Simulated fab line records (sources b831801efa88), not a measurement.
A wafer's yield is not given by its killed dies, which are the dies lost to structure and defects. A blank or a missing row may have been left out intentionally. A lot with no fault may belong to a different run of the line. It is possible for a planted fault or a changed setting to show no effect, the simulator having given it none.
The same fault as seen by 2 desks :: flow gf180mcu :: each desk holds nothing but its own numbers, with what lay behind them at the end

== THE METROLOGY DESK ==
Lot by lot, what the gauges showed, no matter which tool ran the lot: averages of those sampled wafers that carry a number. Marked OUT: a lot whose mean sits more than 4 standard deviations from the usual mean, which makes it out of limits; the brackets give that distance.
Columns: A = MIM_CVD_05_THK at GF_MIM_THK_MEAS_06, usual 42.0 nm
lot: L771
first seen here: day 24 13:33
A: 42.1

lot: L772
first seen here: day 25 02:49
A: 42.3

lot: L774
first seen here: day 25 17:01
A: 41.2

lot: L778
first seen here: day 27 07:23
A: 41.0

lot: L785
first seen here: day 29 06:56
A: 42.0

lot: L787
first seen here: day 29 19:34
A: 41.7

lot: L788
first seen here: day 29 21:26
A: 42.0

lot: L790
first seen here: day 30 15:46
A: 42.7

lot: L791
first seen here: day 30 18:12
A: 42.4

lot: L793
first seen here: day 31 06:08
A: 41.5

lot: L792
first seen here: day 31 08:45
A: 41.7

lot: L794
first seen here: day 31 14:32
A: 42.3
This desk's verdict: no lot among the 12 shows anything out of limits.

== THE TOOL OWNER'S DESK: pecvd-02 ==
The tool's own readings at GF_MIM_CVD_05 (deposits Si3N4, target thk 42 nm, time 29.086 s): means of the sampled wafers that have a number, for each lot that ran on this tool. Marked OUT: a lot whose mean sits more than 4 standard deviations from the usual mean, which makes it out of limits; the brackets give that distance.
Columns: A = heater power w at GF_MIM_CVD_05, usual 640 W
lot: L771
first seen here: day 24 13:31
A: 692

lot: L772
first seen here: day 25 02:47
A: 663

lot: L778
first seen here: day 27 07:20
A: 716

lot: L790
first seen here: day 30 15:43
A: 664

lot: L794
first seen here: day 31 14:31
A: 655
This desk's verdict: no lot among the 5 shows anything out of limits.

== TAKEN TOGETHER ==
Metrology desk: nothing out of limits seen.
The desk of the tool owner found nothing out of limits.

== WHAT HAD BEEN PUT IN BY THE SIMULATOR ==
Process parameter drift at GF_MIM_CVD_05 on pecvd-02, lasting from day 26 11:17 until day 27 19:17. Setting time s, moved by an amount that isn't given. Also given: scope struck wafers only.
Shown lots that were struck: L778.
